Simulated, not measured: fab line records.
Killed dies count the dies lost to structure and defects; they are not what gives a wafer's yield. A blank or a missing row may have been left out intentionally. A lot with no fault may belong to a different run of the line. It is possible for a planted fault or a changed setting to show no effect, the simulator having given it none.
Which of the tools did it? || flow gf180mcu || 6 lots, 18 wafers sampled, at 4 steps of a route of 602

== WHAT THE GAUGES READ, wafer by wafer ==
GF_M3_THK_MEAS_06: measures by xrf.
{"lot": "L299", "measured": "day 20 19:53", "on": "film_metro-04", "M3_ALCU_THK (nm)": "462 464 475"}
{"lot": "L301", "measured": "day 21 13:29", "on": "film_metro-02", "M3_ALCU_THK (nm)": "466 466 469"}
{"lot": "L303", "measured": "day 22 10:57", "on": "film_metro-02", "M3_ALCU_THK (nm)": "449 457 452"}
{"lot": "L306", "measured": "day 23 11:37", "on": "film_metro-04", "M3_ALCU_THK (nm)": "460 458 453"}
{"lot": "L309", "measured": "day 24 07:51", "on": "film_metro-01", "M3_ALCU_THK (nm)": "464 454 464"}
{"lot": "L314", "measured": "day 26 05:55", "on": "film_metro-04", "M3_ALCU_THK (nm)": "458 460 457"}

== WHICH TOOL RAN EACH LOT (tool, then ch and the chambers of the sampled wafers, then the start) ==
{"lot": "L299", "GF_SALICIDE_RTA_08": "rtp_anneal-01 ch 0, day 15 12:49", "GF_M1_SPUTTER_04": "pvd_sputter-02, day 16 13:19", "GF_V1_CLEAN_20": "wet_bench-02 ch 2, day 18 13:59"}
{"lot": "L301", "GF_SALICIDE_RTA_08": "rtp_anneal-01 ch 0, day 16 06:41", "GF_M1_SPUTTER_04": "pvd_sputter-01, day 17 07:09", "GF_V1_CLEAN_20": "wet_bench-01 ch 1, day 19 09:02"}
{"lot": "L303", "GF_SALICIDE_RTA_08": "rtp_anneal-02 ch 0, day 17 01:55", "GF_M1_SPUTTER_04": "pvd_sputter-01, day 18 03:34", "GF_V1_CLEAN_20": "wet_bench-01 ch 1, day 20 07:05"}
{"lot": "L306", "GF_SALICIDE_RTA_08": "rtp_anneal-02 ch 0, day 18 03:37", "GF_M1_SPUTTER_04": "pvd_sputter-02, day 19 05:54", "GF_V1_CLEAN_20": "wet_bench-02 ch 3, day 21 08:47"}
{"lot": "L309", "GF_SALICIDE_RTA_08": "rtp_anneal-02 ch 0, day 19 01:02", "GF_M1_SPUTTER_04": "pvd_sputter-01, day 20 03:17", "GF_V1_CLEAN_20": "wet_bench-01 ch 3, day 22 05:38"}
{"lot": "L314", "GF_SALICIDE_RTA_08": "rtp_anneal-02 ch 0, day 21 04:02", "GF_M1_SPUTTER_04": "pvd_sputter-02, day 22 05:42", "GF_V1_CLEAN_20": "wet_bench-01 ch 2, day 24 05:47"}
- GF_SALICIDE_RTA_08: time 30 s.
- GF_M1_SPUTTER_04: material TiN, target thk 50 nm, time 41.7 s.
- GF_V1_CLEAN_20: cleans in DIW.

== THE ANSWER, worked out from the rows above alone ==
Rule: what is usual is taken from the lots themselves. Put in order of their means at a reading, lots are off if they are a third of the lots or fewer, leave a main group of 4 or more, and stand apart from it by a gap of 3 or more times the standard deviation of the main group's means; of several such gaps the widest counts. A main group is skipped when, at the precision printed for the reading in the tables above, its means are all equal. Also off: a lot with no number at a reading for which 4 or more lots have one. Any other lot the step has rows for is counted as sound.
No lot is off at any reading shown: from this, nothing can be told.

== WHAT THE SIMULATOR HAD INSERTED ==
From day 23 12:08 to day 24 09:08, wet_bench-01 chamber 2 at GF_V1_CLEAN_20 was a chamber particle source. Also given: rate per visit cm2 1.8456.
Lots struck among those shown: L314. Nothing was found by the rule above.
